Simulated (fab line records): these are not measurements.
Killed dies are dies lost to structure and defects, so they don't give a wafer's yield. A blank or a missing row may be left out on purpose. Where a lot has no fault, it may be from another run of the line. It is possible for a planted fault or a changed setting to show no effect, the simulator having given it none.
A single fault, viewed from 2 desks    flow sky130    each desk has only its own numbers; what lay behind them comes last

== AT THE TOOL OWNER'S DESK: litho-track-02 ==
The tool's own readings at SKY_VT_ADJUST_NCORE_COAT_02 (resist thk 1140 nm): means of the sampled wafers that have a number, for each lot that ran on this tool. Marked OUT: a lot whose mean sits more than 4 standard deviations from the usual mean, which makes it out of limits; the brackets give that distance.
Columns: A = chill-plate-temp-C at SKY_VT_ADJUST_NCORE_COAT_02, usual 23.01 C
lot   first seen here  A
L478  day 10 17:19     23.08
L479  day 11 04:43     23.03
L481  day 11 22:09     22.95
L483  day 12 12:46     23.04
This desk found nothing out of limits on any of the 4 lots.

== AT THE METROLOGY DESK ==
What the gauges read for every lot (on any tool): the sampled wafers with a number, averaged. Marked OUT: a lot whose mean sits more than 4 standard deviations from the usual mean, which makes it out of limits; the brackets give that distance.
Columns: A = VT_ADJUST_PCH_TW at SKY_VT_ADJUST_PCH_TW_MEAS_10, usual 142.2
lot   first seen here  A
L471  day 11 11:37     144.1
L473  day 11 19:35     141.0
L475  day 12 12:46     140.5
L477  day 13 02:28     144.9
L478  day 13 07:49     144.2
L479  day 13 20:19     141.3
L481  day 14 14:56     141.5
L482  day 15 00:49     140.0
L483  day 15 07:07     144.1
L489  day 17 00:53     140.2
L491  day 17 15:01     140.4
L493  day 18 05:05     140.6
This desk found nothing out of limits on any of the 12 lots.

== TAKEN TOGETHER ==
The desk of the tool owner found nothing out of limits.
Nothing out of limits was seen by the metrology desk.

== WHAT THE SIMULATOR HAD PUT IN ==
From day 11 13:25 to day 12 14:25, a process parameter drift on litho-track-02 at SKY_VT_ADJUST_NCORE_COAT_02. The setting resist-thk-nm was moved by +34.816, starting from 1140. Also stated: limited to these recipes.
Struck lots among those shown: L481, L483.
